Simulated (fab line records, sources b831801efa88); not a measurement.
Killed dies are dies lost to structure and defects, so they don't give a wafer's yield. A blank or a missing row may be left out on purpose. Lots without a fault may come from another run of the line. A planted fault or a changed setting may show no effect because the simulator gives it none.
A struck lot beside a sound one | flow sky130 | 16 steps out of a route of 708
Sound: wafers L998.1, L998.2, L998.4. Struck: wafers L104.1, L104.5. (L104.2 of the same lot was not struck and is left out.) The cause comes at the end.
At each step with rows: each side's tool, then ch and its chambers, then its first start. Under that, the readings that differ: sound wafers | struck wafers | difference of the means | sigmas: that difference in standard deviations of wafers without a fault.
alike: readings whose means differ by less than 2 such deviations, and words and numbers that are the same on both sides. not compared: withheld readings, readings that some wafer has no value for, bounds like >300 that may hide the same value, and numbers for which the record gives no deviation and whose values overlap.
The two part at a step that has a row with sigmas, a row that says differs or no value, or rows on one side only. Numbers that don't overlap but have no deviation are shown without sigmas and don't part them. A reading that every wafer of one side lacks parts them only if that side has two wafers or more.

first, 1 step without rows for these wafers: SKY_POLY_CUT_DEVELOP_07 (develop time 60 s).
SKY_POLY_CUT_CD_MEAS_08: target cd 270 nm.
  sound on cd_sem-01, day 27 13:29; struck on cd_sem-01, day 29 05:47
  reading    | sound             | struck      | difference | sigmas
  cd_nm (nm) | 271.4 272.2 270.9 | 269.1 268.6 | -2.6       | -2
SKY_POLY_CUT_OVL_MEAS_09:
  sound on overlay-02, day 27 13:37; struck on overlay-02, day 29 05:55
  reading           | sound       | struck | difference | sigmas
  POLY_CUT_OVL (nm) | -10 -10 -16 | 1 7    | +16        | +3
SKY_POLY_CUT_ETCH_10: etches BARC in N2/H2, stops on SiO2, time 45.9 s, target depth 60 nm.
  sound on rie_diel-03 ch 0,1,3, day 27 13:39; struck on rie_diel-04 ch 0, day 29 05:57
  alike: drypump_motor_current_A, oes_product_au, throttle_valve_pct
  not compared: rf_hours_counter_h
SKY_POLY_CUT_ETCH_11: etches Si3N4 in CF4/CH2F2/Ar, stops on poly-Si, time 42.5 s, target depth 60 nm.
  sound on rie_diel-03 ch 0,1,3, day 27 13:41; struck on rie_diel-04 ch 0, day 29 05:59
  alike: drypump_motor_current_A, oes_product_au, throttle_valve_pct
  not compared: rf_hours_counter_h
SKY_POLY_CUT_STRIP_12: strips in O2/N2.
  sound on plasma_asher-04 ch 0,1, day 27 13:44; struck on plasma_asher-02 ch 0,1, day 29 06:02
  reading                      | sound             | struck      | difference | sigmas
  strip_time_to_endpoint_s (s) | 5.373 5.373 5.381 | 5.337 5.336 | -0.039     | -2
  alike: drypump_motor_current_A, oes_product_au
  not compared: rf_hours_counter_h
then, 6 steps without rows for these wafers: SKY_SD_P_DEHYDRATE_00 (time 60 s); SKY_SD_P_HMDS_01 (prime time 60 s); SKY_SD_P_COAT_02 (resist thk 1140 nm); SKY_SD_P_SOFTBAKE_03 (time 60 s); SKY_SD_P_EXPOSE_04 (exposes mask PSDM, target cd 380 nm); SKY_SD_P_PEB_05.
SKY_SD_P_DEVELOP_06: develop time 60 s.
  sound on litho_track-04 ch 0, day 28 18:17; struck on litho_track-02 ch 0, day 30 09:34
  alike: exhaust_pa
SKY_SD_P_CD_MEAS_07: target cd 380 nm.
  sound on cd_sem-01, day 28 18:26; struck on cd_sem-01, day 30 09:43
  reading    | sound             | struck      | difference | sigmas
  cd_nm (nm) | 378.6 380.6 380.4 | 294.5 290.1 | -87.6      | -42
SKY_SD_P_OVL_MEAS_08:
  sound on overlay-02, day 28 18:34; struck on overlay-01, day 30 09:50
  alike: SD_P_OVL
-- the record jumps here: 19 days lie between the struck wafers' starts before and after (it left off in module SD_P and takes up again in module PAD_OPEN, whose first step shown is number 708 of the route) --
SKY_PAD_OPEN_PROBE_99:
  the record has rows for the struck wafers here (prober-01, day 49 07:10) and none for the sound ones

WHERE THEY PART
First at SKY_POLY_CUT_CD_MEAS_08; last, within this record, at SKY_PAD_OPEN_PROBE_99.

WHY: what the simulator had put in
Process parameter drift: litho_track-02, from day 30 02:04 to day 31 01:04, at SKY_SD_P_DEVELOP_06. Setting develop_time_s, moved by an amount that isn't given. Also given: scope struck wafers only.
